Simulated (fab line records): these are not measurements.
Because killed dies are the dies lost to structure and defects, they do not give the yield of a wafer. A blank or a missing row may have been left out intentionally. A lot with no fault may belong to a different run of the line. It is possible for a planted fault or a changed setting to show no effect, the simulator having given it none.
Which tool did it? ; flow gf180mcu ; Sampling: 14 lots, 42 wafers, 2 of 602 route steps

WHAT THE GAUGES READ, wafer by wafer
GF_M1_RS_MEAS_05: the measuring method here is four-point-probe. Usual: M1_ALCU_RS typically reads 0.0692 ohm/sq, with standard deviation 0.00058.
lot;measured;on;M1_ALCU_RS (ohm/sq);flag
L295;day 15 23:08;film-metro-04;0.0695 0.0698 0.0698;
L296;day 16 14:59;film-metro-02;0.0697 0.0692 0.0688;
L297;day 16 23:40;film-metro-03;0.0692 0.0695 0.0692;
L299;day 17 14:08;film-metro-04;0.0699 0.0699 0.0699;
L300;day 18 00:13;film-metro-04;0.0696 0.0696 0.0693;
L301;day 18 09:36;film-metro-04;0.0692 0.0698 0.0700;
L302;day 18 21:24;film-metro-03;0.0682 0.0694 0.0683;
L305;day 20 05:26;film-metro-03;0.0691 0.0693 0.0690;
L308;day 21 05:47;film-metro-03;0.0679 0.0683 0.0684;
L310;day 21 18:59;film-metro-03;0.0696 0.0702 0.0695;
L311;day 22 01:47;film-metro-03;0.0691 0.0692 0.0701;
L314;day 23 01:14;film-metro-04;0.0356 0.0355 0.0356 0.0357 0.0356 0.0355;OFF
L315;day 23 07:08;film-metro-03;0.0688 0.0691 0.0684;
L316;day 23 17:47;film-metro-04;0.0358 0.0360 0.0358 0.0359 0.0361 0.0358;OFF

EACH LOT AND THE TOOL THAT RAN IT (in order: tool; ch and the chambers of the sampled wafers; start)
lot;GF_M1_SPUTTER_02
L295;pvd-sputter-03, day 15 22:59
L296;pvd-sputter-03, day 16 14:52
L297;pvd-sputter-01, day 16 23:33
L299;pvd-sputter-02, day 17 14:02
L300;pvd-sputter-02, day 18 00:08
L301;pvd-sputter-02, day 18 09:31
L302;pvd-sputter-02, day 18 21:17
L305;pvd-sputter-02, day 20 05:20
L308;pvd-sputter-02, day 21 05:42
L310;pvd-sputter-02, day 21 18:52
L311;pvd-sputter-02, day 22 01:41
L314;pvd-sputter-02, day 23 01:07
L315;pvd-sputter-03, day 23 07:02
L316;pvd-sputter-02, day 23 17:41
- GF_M1_SPUTTER_02: material AlCu, target thk 450 nm, time 23.9 s.

WHAT THE TOOLS THEMSELVES READ (means of the sampled wafers that have a number; where no wafer has one, the mark that the record gives instead)
GF_M1_SPUTTER_02. Usual: throttle-valve-pct at 30.0 %, with a standard deviation of 0.51.
lot;tool;throttle-valve-pct (%);flag
L295;pvd-sputter-03;29.6;
L296;pvd-sputter-03;29.9;
L297;pvd-sputter-01;30.1;
L299;pvd-sputter-02;30.1;
L300;pvd-sputter-02;30.0;
L301;pvd-sputter-02;30.4;
L302;pvd-sputter-02;30.3;
L305;pvd-sputter-02;29.8;
L308;pvd-sputter-02;30.4;
L310;pvd-sputter-02;29.9;
L311;pvd-sputter-02;30.0;
L314;pvd-sputter-02;30.2;
L315;pvd-sputter-03;29.8;
L316;pvd-sputter-02;30.4;

THE ANSWER, worked out from the rows above alone
Rule: a lot is off if the mean of its wafers that have a number lies more than 3 standard deviations from the usual mean. A lot without any number at a reading at which 4 lots or more have one is off too. Any other lot the step has rows for is counted as sound. First the gauges in route order, then the tools' own readings, where a lot's mean is used as printed above. At the first step where some lot is off, the reading lying furthest off is the one used; lots without a number count as furthest.
Off: L314, L316, seen at GF_M1_RS_MEAS_05 (M1_ALCU_RS).
A tool fits if, at a process step before that reading, it ran every lot that is off, and no sound lot after the first of them. Those tools and the gauges at GF_M1_RS_MEAS_05 are tried in the same way. Can't be told from this: 2 tools fit, pvd-sputter-02 at GF_M1_SPUTTER_02, film-metro-04 at GF_M1_RS_MEAS_05.

WHAT THE SIMULATOR PUT IN
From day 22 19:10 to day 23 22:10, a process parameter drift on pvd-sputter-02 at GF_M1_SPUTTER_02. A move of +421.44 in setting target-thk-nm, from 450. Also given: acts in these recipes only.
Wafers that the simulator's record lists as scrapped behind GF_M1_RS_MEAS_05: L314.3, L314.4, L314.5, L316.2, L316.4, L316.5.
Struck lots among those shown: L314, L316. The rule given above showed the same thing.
